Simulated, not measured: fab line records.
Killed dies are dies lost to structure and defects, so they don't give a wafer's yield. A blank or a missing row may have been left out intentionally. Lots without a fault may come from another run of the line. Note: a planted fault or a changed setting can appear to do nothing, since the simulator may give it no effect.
Check of tool commonality	flow sfq line	16 lots and 48 wafers in the sample

WHAT PROMPTED THE OPENING
SFQ_I1_OVL_MEAS_913, reading I1_OVL: flagged on 4 of 16 lots. Wafers without a fault read 2 nm, standard deviation 6.2.
Rule: a lot gets a flag if all its wafers with a number sit over 4 standard deviations from that mean, or if no wafer of it has a number. As for the other lots, they are considered sound.

lot	measured	on	I1_OVL (nm), wafer by wafer	flag
L660	day 24 03:55	overlay-01	12 20 7	
L661	day 24 08:42	overlay-02	10 -2 6	
L662	day 25 09:34	overlay-01	-5 0 0	
L663	day 25 10:45	overlay-01	4 -2 -1	
L664	day 25 16:46	overlay-01	57 52 56	FLAGGED
L665	day 26 02:21	overlay-01	67 63 64	FLAGGED
L666	day 26 23:40	overlay-01	58 56 60	FLAGGED
L667	day 27 11:46	overlay-01	71 69 64	FLAGGED
L670	day 28 08:01	overlay-01	11 12 13	
L673	day 29 03:18	overlay-02	3 0 3	
L674	day 29 11:46	overlay-01	7 12 7	
L675	day 29 17:46	overlay-01	-1 -7 -1	
L676	day 29 21:23	overlay-01	3 7 5	
L677	day 30 07:01	overlay-02	9 4 9	
L682	day 37 23:52	overlay-01	0 2 4	
L683	day 38 19:53	overlay-02	-2 5 -6	
The numbers of the flagged lots are 61 nm on average: +59 nm against the usual, or +10 standard deviations.

LOT BY LOT: THE TOOL USED
3 process steps preceding the reading are held in the record, out of 325 steps in the route. Cell contents, in order: the tool; ch with the chambers the sampled wafers went through; the start.
lot	flag	SFQ_TRILAYER_I0_DEP_PECVD_027	SFQ_TRILAYER_I1_DEP_PECVD_045	SFQ_TRILAYER_I1_VIA_LITHO_EXPOSE_050
L660		pecvd-02 ch 0,1,2, day 12 06:58	pecvd-01 ch 0,1,2, day 23 04:47	krf scanner-02 ch 0, day 24 02:59
L661		pecvd-03 ch 0,1,2, day 12 14:07	pecvd-01 ch 0,2, day 23 13:10	krf scanner-02 ch 0, day 24 07:35
L662		pecvd-02 ch 1,2, day 13 02:08	pecvd-03 ch 0,1, day 24 09:32	krf scanner-01 ch 0, day 25 08:27
L663		pecvd-02 ch 0,1, day 13 06:30	pecvd-02 ch 1,2, day 24 14:20	krf scanner-01 ch 0, day 25 09:15
L664	FLAGGED	pecvd-04 ch 0,1, day 13 16:06	pecvd-03 ch 0,1,2, day 24 19:08	krf scanner-01 ch 0, day 25 15:39
L665	FLAGGED	pecvd-02 ch 0,1, day 14 03:08	pecvd-03 ch 0,1, day 25 06:50	krf scanner-01 ch 0, day 26 01:03
L666	FLAGGED	pecvd-04 ch 1,2, day 14 11:32	pecvd-01 ch 0,1, day 25 22:26	krf scanner-01 ch 0, day 26 22:10
L667	FLAGGED	pecvd-02 ch 0,1,2, day 14 21:08	pecvd-02 ch 0,1, day 26 17:38	krf scanner-01 ch 0, day 27 10:16
L670		pecvd-03 ch 0,1,2, day 15 17:55	pecvd-03 ch 0,1, day 27 19:31	krf scanner-02 ch 0, day 28 06:30
L673		pecvd-02 ch 1,2, day 16 14:19	pecvd-02 ch 0,1,2, day 28 18:19	krf scanner-02 ch 0, day 29 02:00
L674		pecvd-03 ch 0,1, day 17 06:37	pecvd-03 ch 0,1,2, day 29 05:07	krf scanner-02 ch 0, day 29 10:16
L675		pecvd-02 ch 0,1,2, day 17 11:25	pecvd-03 ch 0,2, day 29 11:07	krf scanner-02 ch 0, day 29 16:28
L676		pecvd-02 ch 0,1,2, day 17 17:27	pecvd-01 ch 0,1,2, day 29 14:46	krf scanner-02 ch 0, day 29 20:28
L677		pecvd-02 ch 0,1, day 18 11:27	pecvd-02 ch 0,1, day 30 00:19	krf scanner-02 ch 0, day 30 05:31
L682		pecvd-04 ch 0,1, day 20 03:59	pecvd-02 ch 1,2, day 31 17:55	krf scanner-02 ch 0, day 37 22:45
L683		pecvd-04 ch 0,2, day 20 12:23	pecvd-03 ch 1,2, day 32 15:20	krf scanner-02 ch 0, day 38 18:34
These steps, and what they do:
- SFQ_TRILAYER_I0_DEP_PECVD_027: deposits SiO2 from SiH4/N2O, time 111.11 s, target thk 500 nm.
- SFQ_TRILAYER_I1_DEP_PECVD_045: deposits SiO2 from SiH4/N2O, time 111.11 s, target thk 500 nm.
- SFQ_TRILAYER_I1_VIA_LITHO_EXPOSE_050: exposes mask I1, target cd 500 nm.
- SFQ_I1_OVL_MEAS_913

FLAGGED AGAINST TOTAL, ONE TOOL AT A TIME (gauges that did the reading follow at the end)
step	tool	lots run	flagged	share of the flagged lots	sound lots run after its first flagged lot
SFQ_TRILAYER_I0_DEP_PECVD_027	pecvd-02	9	2	some	4 (L673,L675,L676,L677)
SFQ_TRILAYER_I0_DEP_PECVD_027	pecvd-03	3	0	none	-
SFQ_TRILAYER_I0_DEP_PECVD_027	pecvd-04	4	2	some	2 (L682,L683)
SFQ_TRILAYER_I1_DEP_PECVD_045	pecvd-01	4	1	some	1 (L676)
SFQ_TRILAYER_I1_DEP_PECVD_045	pecvd-02	5	1	some	3 (L673,L677,L682)
SFQ_TRILAYER_I1_DEP_PECVD_045	pecvd-03	7	2	some	4 (L670,L674,L675,L683)
SFQ_TRILAYER_I1_VIA_LITHO_EXPOSE_050	krf scanner-01	6	4	all	0
SFQ_TRILAYER_I1_VIA_LITHO_EXPOSE_050	krf scanner-02	10	0	none	-
SFQ_I1_OVL_MEAS_913	overlay-01	12	4	all	5 (L670,L674,L675,L676,L682)
SFQ_I1_OVL_MEAS_913	overlay-02	4	0	none	-

THE TABLE: WHAT IT ALLOWS
Rows of the table that ran all the flagged lots, 2 in number: krf scanner-01 at SFQ_TRILAYER_I1_VIA_LITHO_EXPOSE_050; overlay-01 at SFQ_I1_OVL_MEAS_913.
- krf scanner-01 at SFQ_TRILAYER_I1_VIA_LITHO_EXPOSE_050 ran 6 lots, 4 of them flagged. A fault beginning between L663 (day 25 09:15), its last sound lot, and L664 (day 25 15:39), its first flagged one, fits the data.
- overlay-01 at SFQ_I1_OVL_MEAS_913 ran 12 lots, 4 of them flagged. After the first flagged lot (L670, L674, L675, L676, L682), sound lots still ran on it; a lasting fault on the whole tool would not permit that.
krf scanner-01 at SFQ_TRILAYER_I1_VIA_LITHO_EXPOSE_050 is the single tool remaining.

WHAT HAD BEEN PUT IN BY THE SIMULATOR
Scanner matching overlay: krf scanner-01, from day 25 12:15 on, at SFQ_TRILAYER_I1_VIA_LITHO_EXPOSE_050. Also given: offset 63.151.
Lots struck among those shown: L664, L665, L666, L667. The rule given above showed the same thing.
